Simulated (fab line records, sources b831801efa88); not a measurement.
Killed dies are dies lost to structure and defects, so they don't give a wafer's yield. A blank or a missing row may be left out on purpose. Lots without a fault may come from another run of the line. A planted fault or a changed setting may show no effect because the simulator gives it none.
Which tool did it? | flow sky130 | 24 lots, 72 wafers sampled, at 6 steps of a route of 708

WHAT THE GAUGES READ, wafer by wafer
SKY_METAL1_OVL_MEAS_16.
lot  | measured     | on         | METAL1_OVL (nm)
L074 | day 30 15:55 | overlay-01 | -6 4 -1
L075 | day 30 16:34 | overlay-02 | 1 -1 -4
L076 | day 30 19:04 | overlay-01 | 7 8 3
L077 | day 30 19:35 | overlay-01 | 2 -6 -1
L078 | day 31 09:41 | overlay-01 | 4 -3 5
L079 | day 31 21:37 | overlay-01 | -3 -1 -5
L080 | day 31 19:13 | overlay-01 | -7 -7 -1
L081 | day 32 11:18 | overlay-02 | -4 1 -5
L082 | day 32 19:53 | overlay-01 | 8 4 0
L083 | day 32 22:43 | overlay-02 | 2 5 3
L084 | day 32 21:44 | overlay-02 | -1 -1 4
L085 | day 33 05:07 | overlay-02 | 3 9 -1
L086 | day 33 13:04 | overlay-02 | -10 -5 2
L087 | day 33 21:02 | overlay-01 | -2 -2 -12
L088 | day 33 22:56 | overlay-01 | 4 7 9
L089 | day 34 08:09 | overlay-02 | 4 8 2
L090 | day 34 20:49 | overlay-01 | 4 -2 5
L091 | day 35 03:55 | overlay-02 | 1 0 -3
L093 | day 43 01:53 | overlay-01 | -4 -1 -3
L092 | day 43 00:35 | overlay-02 | 2 4 -3
L094 | day 42 20:07 | overlay-01 | -11 -5 -10
L097 | day 43 04:37 | overlay-02 | -5 6 0
L095 | day 43 02:52 | overlay-02 | 3 -1 -2
L096 | day 43 03:01 | overlay-01 | 4 11 -2

SKY_METAL5_RS_MEAS_05: measures by four-point-probe.
lot  | measured     | on            | METAL5_ALCU_RS (ohm/sq)
L074 | day 41 05:12 | film_metro-02 | 0.02695 0.02711 0.0272
L075 | day 41 04:57 | film_metro-01 | 0.02702 0.02687 0.02733
L076 | day 41 06:58 | film_metro-02 | 0.02734 0.02704 0.02734
L077 | day 41 08:23 | film_metro-01 | 0.0269 0.02715 0.02711
L078 | day 41 18:49 | film_metro-01 | 0.02761 0.02688 0.02724
L079 | day 42 06:38 | film_metro-02 | 0.02716 0.02736 0.02746
L080 | day 42 04:13 | film_metro-02 | 0.02687 0.0269 0.02723
L081 | day 42 17:58 | film_metro-01 | 0.02765 0.02717 0.02771
L082 | day 43 03:56 | film_metro-03 | 0.02702 0.02689 0.02695
L083 | day 43 05:16 | film_metro-03 | 0.02711 0.02723 0.02718
L084 | day 43 04:31 | film_metro-02 | 0.02709 0.02682 0.02705
L085 | day 43 10:44 | film_metro-03 | 0.02697 0.02673 0.02745
L086 | day 43 17:58 | film_metro-02 | 0.02694 0.02741 0.027
L087 | day 44 02:46 | film_metro-01 | 0.02688 0.02736 0.02681
L088 | day 44 04:40 | film_metro-01 | 0.02724 0.02797 0.02756
L089 | day 44 10:59 | film_metro-01 | 0.02716 0.02684 0.02671
L090 | day 44 21:20 | film_metro-02 | 0.02685 0.02693 0.02703
L091 | day 45 02:17 | film_metro-02 | 0.02688 0.02734 0.02708
L093 | day 50 14:47 | film_metro-02 | 0.02684 0.02736 0.02662
L092 | day 50 14:11 | film_metro-01 | 0.02722 0.02758 0.02796
L094 | day 50 13:03 | film_metro-03 | 0.0273 0.02696 0.02695
L097 | day 50 15:59 | film_metro-01 | 0.02757 0.02722 0.02739
L095 | day 50 15:45 | film_metro-02 | 0.02723 0.02699 0.02712
L096 | day 50 15:41 | film_metro-01 | 0.02727 0.02716 0.02724

WHICH TOOL RAN EACH LOT (tool, then ch and the chambers of the sampled wafers, then the start)
lot  | SKY_FIELD_ISO_ETCH_14             | SKY_METAL3_SPUTTER_02        | SKY_METAL3_ETCH_17                 | SKY_METAL4_STRIP_19
L074 | rie_diel-04 ch 1,2,3, day 2 04:43 | pvd_sputter-01, day 34 07:58 | rie_diel-04 ch 0,1,3, day 36 13:58 | plasma_asher-04 ch 0,1, day 40 00:53
L075 | rie_diel-03 ch 2,3, day 2 09:10   | pvd_sputter-04, day 34 08:53 | rie_diel-04 ch 1,2, day 36 15:19   | plasma_asher-04 ch 0,1, day 40 01:35
L076 | rie_diel-02 ch 0,1,3, day 2 14:44 | pvd_sputter-04, day 34 10:08 | rie_diel-02 ch 0,1,2, day 36 16:34 | plasma_asher-01 ch 0, day 40 02:55
L077 | rie_diel-02 ch 0,3, day 2 20:47   | pvd_sputter-02, day 34 12:49 | rie_diel-04 ch 0,1,3, day 36 17:49 | plasma_asher-04 ch 0,1, day 40 04:38
L078 | rie_diel-03 ch 0,1,3, day 3 04:13 | pvd_sputter-04, day 34 23:14 | rie_diel-02 ch 0,1,2, day 37 05:10 | plasma_asher-03 ch 0,1, day 40 15:28
L079 | rie_diel-03 ch 1,2,3, day 3 08:46 | pvd_sputter-01, day 35 11:46 | rie_diel-04 ch 0,2, day 37 17:12   | plasma_asher-03 ch 1, day 41 02:16
L080 | rie_diel-03 ch 0,1, day 3 12:28   | pvd_sputter-02, day 35 09:26 | rie_diel-02 ch 0,1, day 37 15:12   | plasma_asher-04 ch 0,1, day 41 00:10
L081 | rie_diel-04 ch 1,3, day 3 17:13   | pvd_sputter-01, day 36 00:43 | rie_diel-04 ch 1,2,3, day 38 06:22 | plasma_asher-01 ch 0,1, day 41 14:11
L082 | rie_diel-03 ch 1,2,3, day 3 21:05 | pvd_sputter-04, day 36 09:13 | rie_diel-02 ch 0,2,3, day 38 15:22 | plasma_asher-01 ch 0,1, day 41 23:56
L083 | rie_diel-04 ch 0,2, day 4 02:41   | pvd_sputter-04, day 36 13:21 | rie_diel-04 ch 0,2,3, day 38 18:08 | plasma_asher-03 ch 0,1, day 42 02:28
L084 | rie_diel-02 ch 0,1,2, day 4 09:17 | pvd_sputter-04, day 36 11:05 | rie_diel-01 ch 1,2, day 38 16:24   | plasma_asher-01 ch 0,1, day 42 01:10
L085 | rie_diel-04 ch 1,2,3, day 4 15:47 | pvd_sputter-02, day 36 18:37 | rie_diel-01 ch 1,2,3, day 38 23:57 | plasma_asher-01 ch 0,1, day 42 08:58
L086 | rie_diel-03 ch 0,2,3, day 4 20:10 | pvd_sputter-01, day 37 03:25 | rie_diel-01 ch 0,1,2, day 39 09:24 | plasma_asher-01 ch 1, day 42 16:34
L087 | rie_diel-02 ch 0,1,3, day 5 00:58 | pvd_sputter-01, day 37 11:41 | rie_diel-01 ch 0,2,3, day 39 17:46 | plasma_asher-04 ch 0,1, day 43 01:53
L088 | rie_diel-02 ch 0,3, day 5 06:19   | pvd_sputter-04, day 37 14:02 | rie_diel-02 ch 1,3, day 39 20:36   | plasma_asher-04 ch 1, day 43 03:43
L089 | rie_diel-03 ch 0,1,2, day 5 10:43 | pvd_sputter-02, day 37 23:01 | rie_diel-01 ch 2,3, day 40 03:57   | plasma_asher-04 ch 0,1, day 43 09:59
L090 | rie_diel-04 ch 1,2, day 5 15:26   | pvd_sputter-02, day 38 10:42 | rie_diel-04 ch 0,3, day 40 15:49   | plasma_asher-03 ch 0,1, day 43 21:50
L091 | rie_diel-03 ch 1,2, day 5 19:17   | pvd_sputter-02, day 38 18:56 | rie_diel-01 ch 2,3, day 40 23:22   | plasma_asher-01 ch 0,1, day 44 02:47
L093 | rie_diel-02 ch 0,1,2, day 9 14:29 | pvd_sputter-04, day 45 22:09 | rie_diel-04 ch 0,1,2, day 47 10:51 | plasma_asher-01 ch 0, day 49 18:40
L092 | rie_diel-04 ch 0,2,3, day 9 14:32 | pvd_sputter-02, day 45 21:06 | rie_diel-04 ch 0,1,3, day 47 10:27 | plasma_asher-04 ch 0, day 49 17:02
L094 | rie_diel-02 ch 1,2,3, day 9 14:50 | pvd_sputter-04, day 45 17:50 | rie_diel-04 ch 0,2, day 47 07:40   | plasma_asher-01 ch 0,1, day 49 14:59
L097 | rie_diel-04 ch 0,2,3, day 9 14:53 | pvd_sputter-04, day 46 01:20 | rie_diel-04 ch 0,1, day 47 14:27   | plasma_asher-04 ch 0,1, day 49 21:40
L095 | rie_diel-02 ch 0,1,3, day 9 14:57 | pvd_sputter-01, day 45 23:37 | rie_diel-04 ch 1,2,3, day 47 12:28 | plasma_asher-03 ch 0,1, day 49 20:58
L096 | rie_diel-04 ch 0,2,3, day 9 15:11 | pvd_sputter-04, day 46 00:32 | rie_diel-04 ch 0,2, day 47 13:10   | plasma_asher-01 ch 0,1, day 49 21:19
- SKY_FIELD_ISO_ETCH_14: etches BARC in N2/H2, stops on SiO2, time 45.9 s, target depth 60 nm.
- SKY_METAL3_SPUTTER_02: material AlCu, target thk 735 nm, time 39.1 s.
- SKY_METAL3_ETCH_17: etches SiO2 in C4F8/O2/Ar, stops on TiN, time 3.9 s, target depth 15 nm.
- SKY_METAL4_STRIP_19: strips in O2/N2.

WHAT THE TOOLS THEMSELVES READ (means of the sampled wafers that have a number; where no wafer has one, the mark that the record gives instead)
SKY_FIELD_ISO_ETCH_14.
lot  | tool        | drypump_motor_current_A (A) | h2_flow_sccm (sccm) | oes_product_au (a.u.) | throttle_valve_pct (%)
L074 | rie_diel-04 | 5.8                         | 199.9               | 0.858                 | 13.230
L075 | rie_diel-03 | 5.2                         | 199.8               | 0.850                 | 13.221
L076 | rie_diel-02 | 6.2                         | 199.7               | 0.856                 | 13.227
L077 | rie_diel-02 | 6.7                         | 199.5               | 0.856                 | 13.223
L078 | rie_diel-03 | 5.4                         | 199.1               | 0.851                 | 13.219
L079 | rie_diel-03 | 5.5                         | 200.2               | 0.854                 | 13.226
L080 | rie_diel-03 | 5.0                         | 200.5               | 0.855                 | 13.224
L081 | rie_diel-04 | 6.2                         | 200.3               | 0.854                 | 13.224
L082 | rie_diel-03 | 5.4                         | 199.8               | 0.857                 | 13.221
L083 | rie_diel-04 | 6.0                         | 200.1               | 0.858                 | 13.227
L084 | rie_diel-02 | 6.1                         | 200.3               | 0.859                 | 13.223
L085 | rie_diel-04 | 5.8                         | 199.7               | 0.857                 | 13.228
L086 | rie_diel-03 | 5.2                         | 199.9               | 0.856                 | 13.220
L087 | rie_diel-02 | 6.2                         | 199.9               | 0.854                 | 13.223
L088 | rie_diel-02 | 6.7                         | 199.9               | 0.857                 | 13.221
L089 | rie_diel-03 | 5.0                         | 201.0               | 0.855                 | 13.232
L090 | rie_diel-04 | 5.6                         | 199.8               | 0.855                 | 13.229
L091 | rie_diel-03 | 5.0                         | 199.8               | 0.855                 | 13.223
L093 | rie_diel-02 | 6.1                         | 200.1               | 0.852                 | 13.214
L092 | rie_diel-04 | 5.8                         | 200.2               | 0.854                 | 13.227
L094 | rie_diel-02 | 6.2                         | 200.3               | 0.850                 | 13.229
L097 | rie_diel-04 | 5.8                         | 200.1               | 0.852                 | 13.228
L095 | rie_diel-02 | 6.2                         | 199.5               | 0.854                 | 13.228
L096 | rie_diel-04 | 5.8                         | 199.6               | 0.856                 | 13.221

SKY_METAL3_SPUTTER_02.
lot  | tool           | throttle_valve_pct (%)
L074 | pvd_sputter-01 | 29.8
L075 | pvd_sputter-04 | 29.7
L076 | pvd_sputter-04 | 28.6
L077 | pvd_sputter-02 | 29.7
L078 | pvd_sputter-04 | 29.4
L079 | pvd_sputter-01 | 30.5
L080 | pvd_sputter-02 | 29.6
L081 | pvd_sputter-01 | 30.2
L082 | pvd_sputter-04 | 29.7
L083 | pvd_sputter-04 | 28.5
L084 | pvd_sputter-04 | 28.3
L085 | pvd_sputter-02 | 29.7
L086 | pvd_sputter-01 | 29.9
L087 | pvd_sputter-01 | 29.6
L088 | pvd_sputter-04 | 28.0
L089 | pvd_sputter-02 | 29.7
L090 | pvd_sputter-02 | 29.9
L091 | pvd_sputter-02 | 29.8
L093 | pvd_sputter-04 | 28.7
L092 | pvd_sputter-02 | 30.1
L094 | pvd_sputter-04 | 29.6
L097 | pvd_sputter-04 | 29.7
L095 | pvd_sputter-01 | 30.2
L096 | pvd_sputter-04 | 29.8

SKY_METAL3_ETCH_17.
lot  | tool        | oes_product_au (a.u.)
L074 | rie_diel-04 | 0.754
L075 | rie_diel-04 | 0.757
L076 | rie_diel-02 | 0.757
L077 | rie_diel-04 | 0.745
L078 | rie_diel-02 | 0.758
L079 | rie_diel-04 | 0.755
L080 | rie_diel-02 | 0.755
L081 | rie_diel-04 | 0.755
L082 | rie_diel-02 | 0.755
L083 | rie_diel-04 | 0.749
L084 | rie_diel-01 | 0.755
L085 | rie_diel-01 | 0.746
L086 | rie_diel-01 | 0.756
L087 | rie_diel-01 | 0.755
L088 | rie_diel-02 | 0.753
L089 | rie_diel-01 | 0.750
L090 | rie_diel-04 | 0.757
L091 | rie_diel-01 | 0.758
L093 | rie_diel-04 | 0.751
L092 | rie_diel-04 | 0.763
L094 | rie_diel-04 | 0.759
L097 | rie_diel-04 | 0.756
L095 | rie_diel-04 | 0.751
L096 | rie_diel-04 | 0.758

SKY_METAL4_STRIP_19.
lot  | tool            | drypump_motor_current_A (A) | oes_product_au (a.u.) | strip_time_to_endpoint_s (s)
L074 | plasma_asher-04 | 5.7                         | 0.496                 | 6.51
L075 | plasma_asher-04 | 5.8                         | 0.500                 | 6.55
L076 | plasma_asher-01 | 5.2                         | 0.500                 | 6.58
L077 | plasma_asher-04 | 5.6                         | 0.505                 | 6.56
L078 | plasma_asher-03 | 6.1                         | 0.504                 | 6.63
L079 | plasma_asher-03 | 6.2                         | 0.499                 | 6.51
L080 | plasma_asher-04 | 5.8                         | 0.501                 | 6.60
L081 | plasma_asher-01 | 5.5                         | 0.510                 | 6.61
L082 | plasma_asher-01 | 5.5                         | 0.503                 | 6.55
L083 | plasma_asher-03 | 6.1                         | 0.505                 | 6.61
L084 | plasma_asher-01 | 5.5                         | 0.504                 | 6.59
L085 | plasma_asher-01 | 5.8                         | 0.505                 | 6.62
L086 | plasma_asher-01 | 6.1                         | 0.502                 | 6.57
L087 | plasma_asher-04 | 5.6                         | 0.505                 | 6.58
L088 | plasma_asher-04 | 5.9                         | 0.503                 | 6.56
L089 | plasma_asher-04 | 5.7                         | 0.506                 | 6.65
L090 | plasma_asher-03 | 5.9                         | 0.497                 | 6.45
L091 | plasma_asher-01 | 5.8                         | 0.504                 | 6.61
L093 | plasma_asher-01 | 5.2                         | 0.503                 | 6.56
L092 | plasma_asher-04 | 5.6                         | 0.506                 | 6.65
L094 | plasma_asher-01 | 5.8                         | 0.503                 | 6.58
L097 | plasma_asher-04 | 5.7                         | 0.508                 | 6.63
L095 | plasma_asher-03 | 5.9                         | 0.511                 | 6.59
L096 | plasma_asher-01 | 5.8                         | 0.501                 | 6.57

THE ANSWER, worked out from the rows above alone
Rule: what is usual is taken from the lots themselves. Put in order of their means at a reading, lots are off if they are a third of the lots or fewer, leave a main group of 4 or more, and stand apart from it by a gap of 3 or more times the standard deviation of the main group's means; of several such gaps the widest counts. A main group whose means are all the same, to the digits that the tables above print for the reading, isn't used. A lot without any number at a reading at which 4 lots or more have one is off too. The other lots that the step has rows for count as sound. The gauges are gone through in route order, then the tools' own readings, and for those a lot's mean is taken as printed above. The first step at which some lot is off is used, and at that step the reading that is off furthest; a lot without a number counts as furthest.
No lot is off at any reading shown: from this, nothing can be told.

WHAT THE SIMULATOR HAD PUT IN
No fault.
